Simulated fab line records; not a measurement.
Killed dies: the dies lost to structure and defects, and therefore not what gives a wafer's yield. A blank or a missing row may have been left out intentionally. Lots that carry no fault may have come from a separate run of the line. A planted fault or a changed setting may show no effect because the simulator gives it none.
Which tool did it? || flow sky130 || Sampling: 6 lots, 18 wafers, 4 of 708 route steps

== WHAT EACH GAUGE READ, for each wafer ==
SKY_LDD_HVN_TW_MEAS_10.
{"lot": "L429", "measured": "day 21 19:28", "on": "film metro-01", "LDD_HVN_TW": "1434 1444 1437"}
{"lot": "L433", "measured": "day 23 03:02", "on": "film metro-03", "LDD_HVN_TW": "1436 1435 1441"}
{"lot": "L436", "measured": "day 23 15:38", "on": "film metro-02", "LDD_HVN_TW": "1434 1438 1434"}
{"lot": "L444", "measured": "day 26 14:36", "on": "film metro-02", "LDD_HVN_TW": "1437 1427 1435"}
{"lot": "L447", "measured": "day 27 11:53", "on": "film metro-03", "LDD_HVN_TW": "1427 1430 1433"}
{"lot": "L449", "measured": "day 27 21:35", "on": "film metro-02", "LDD_HVN_TW": "1435 1432 1439"}

== WHICH TOOL RAN EACH LOT (tool, then ch and the chambers of the sampled wafers, then the start) ==
{"lot": "L429", "SKY_VT_ADJUST_HVTP_STRIP_10": "plasma asher-01 ch 0,1, day 6 22:43", "SKY_LDD_P_STRIP_10": "plasma asher-04 ch 0,1, day 20 11:57", "SKY_LDD_HVN_STRIP_09": "plasma asher-04 ch 0,1, day 21 19:22"}
{"lot": "L433", "SKY_VT_ADJUST_HVTP_STRIP_10": "plasma asher-01 ch 0,1, day 7 23:13", "SKY_LDD_P_STRIP_10": "plasma asher-02 ch 0,1, day 21 20:03", "SKY_LDD_HVN_STRIP_09": "plasma asher-04 ch 0,1, day 23 02:56"}
{"lot": "L436", "SKY_VT_ADJUST_HVTP_STRIP_10": "plasma asher-03 ch 0,1, day 8 12:16", "SKY_LDD_P_STRIP_10": "plasma asher-02 ch 0,1, day 22 09:25", "SKY_LDD_HVN_STRIP_09": "plasma asher-02 ch 0,1, day 23 15:33"}
{"lot": "L444", "SKY_VT_ADJUST_HVTP_STRIP_10": "plasma asher-03 ch 0,1, day 10 12:21", "SKY_LDD_P_STRIP_10": "plasma asher-03 ch 0,1, day 25 08:53", "SKY_LDD_HVN_STRIP_09": "plasma asher-04 ch 0,1, day 26 14:30"}
{"lot": "L447", "SKY_VT_ADJUST_HVTP_STRIP_10": "plasma asher-04 ch 0,1, day 11 09:22", "SKY_LDD_P_STRIP_10": "plasma asher-03 ch 0,1, day 26 07:07", "SKY_LDD_HVN_STRIP_09": "plasma asher-02 ch 0,1, day 27 11:48"}
{"lot": "L449", "SKY_VT_ADJUST_HVTP_STRIP_10": "plasma asher-03 ch 0,1, day 11 18:12", "SKY_LDD_P_STRIP_10": "plasma asher-03 ch 0,1, day 26 17:00", "SKY_LDD_HVN_STRIP_09": "plasma asher-02 ch 0,1, day 27 21:29"}
- SKY_VT_ADJUST_HVTP_STRIP_10: strips in O2/N2.
- SKY_LDD_P_STRIP_10: strips in O2/N2.
- SKY_LDD_HVN_STRIP_09: strips in O2/N2.

== THE ANSWER, worked out from the rows above alone ==
Rule: usual is defined by the lots themselves. The widest of any qualifying gaps counts: lots, ordered by their means at a reading, are off when they make up no more than a third of the lots, leave a main group of 4 or more, and stand apart from it by 3 or more times the standard deviation of that group's means. Not used: any main group whose means are identical at the precision the tables above print for the reading. Also off: a lot with no number at a reading for which 4 or more lots have one. Where the step has rows for the other lots, those lots are counted as sound.
No lot is off at any reading shown: from this, nothing can be told.

== WHAT THE SIMULATOR HAD INSERTED ==
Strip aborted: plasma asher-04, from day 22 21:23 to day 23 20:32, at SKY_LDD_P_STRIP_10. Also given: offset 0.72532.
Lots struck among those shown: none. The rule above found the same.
